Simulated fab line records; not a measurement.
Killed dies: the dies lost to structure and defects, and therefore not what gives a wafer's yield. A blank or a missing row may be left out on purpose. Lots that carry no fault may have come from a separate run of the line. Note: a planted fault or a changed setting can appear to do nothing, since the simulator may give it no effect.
Problem report in the 8D (eight disciplines) form, filled by code    flow sky130    the parts of the form that need people (team, actions taken, sign-off) are left out

== 1. WHAT WENT WRONG ==
rfFwdPowerW at SKY_POLY_CUT_ETCH_10 reads a mean of 413.3 W on 6 wafers of 2 lots; wafers without a fault read 495.0 W with a standard deviation of 2.5. That is -33 standard deviations from the usual mean.
The step: etches BARC in N2/H2, stops on SiO2, time 45.9 s, target depth 60 nm.
First seen on wafer L774.1, day 30 18:19, on rieDiel-03. At this step, 36 wafers from 12 lots have a number in the record. Rule for "out", or "out of limits": more than 4 standard deviations from the usual mean. Any other wafer with a number is counted as sound.

== 2. WHAT IT IS; WHAT IT IS NOT ==
question                     is                      is not
which readings at this step  rfFwdPowerW             drypumpMotorCurrentA, oesProductAu, throttleValvePct
which lots                   L774, L776              L755, L762, L763, L764, L766, L768, L769, L770, L771, L772
which wafers of those lots   all that have a number  -
read on which tools          rieDiel-03              rieDiel-01, rieDiel-02
when                         from day 30 18:19       up to then (30 sound wafers)

== 3. THE SUSPECTS, EACH WITH WHAT RULES IT OUT ==
Counting: any tool at a process step up to the reading is kept as a suspect provided that every lot that is out went through it and no sound lot did after the first of them.
- rieDiel-03 at SKY_POLY_CUT_ETCH_10 (etches BARC in N2/H2, stops on SiO2, time 45.9 s, target depth 60 nm): kept. Every lot that is out went through it, starting with L774 (day 30 18:19), and after that it ran no sound lot; the last sound lot it ran before then is L770 (day 30 00:47). Out on those wafers are its own readings of rfFwdPowerW.
After counting, what remains is rieDiel-03 at SKY_POLY_CUT_ETCH_10.

== 4. THE CAUSE (what the simulator had put in) ==
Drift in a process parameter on rieDiel-03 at SKY_POLY_CUT_ETCH_10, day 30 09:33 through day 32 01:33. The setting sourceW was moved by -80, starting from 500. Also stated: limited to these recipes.
After counting, this tool was the only one left.

== 5. THE CHAIN OF EFFECTS, in route order ==
Each row: a reading where the mean over the struck wafers with a number is more than 3 standard deviations away from the usual. Only readings for which the record gives a usual standard deviation are gone through. hours: the time from each lot's start at the first step in this table that gives one to its start at this step, as a median over the lots. sigmas: the change in usual standard deviations.
hours  step                   reading               usual    on struck wafers  change  sigmas
0      SKY_POLY_CUT_ETCH_10   rfFwdPowerW           495.0 W  413.3             -81.7   -33
0      SKY_POLY_CUT_STRIP_12  stripTimeToEndpointS  5.353 s  5.404             +0.051  +3.6
Its process steps:
- SKY_POLY_CUT_ETCH_10: etches BARC in N2/H2, stops on SiO2, time 45.9 s, target depth 60 nm.
- SKY_POLY_CUT_STRIP_12: strips in O2/N2.
Later steps that measure or inspect, where all struck wafers having a row at the step show a number for every such reading and not one has moved that far: SKY_METAL2_OVL_MEAS_16.

== 6. HOW IT WOULD HAVE BEEN CAUGHT EARLIER ==
9 hours passed between the start of the fault at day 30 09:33 and the first reading out of limits in this record, taken at day 30 18:19.
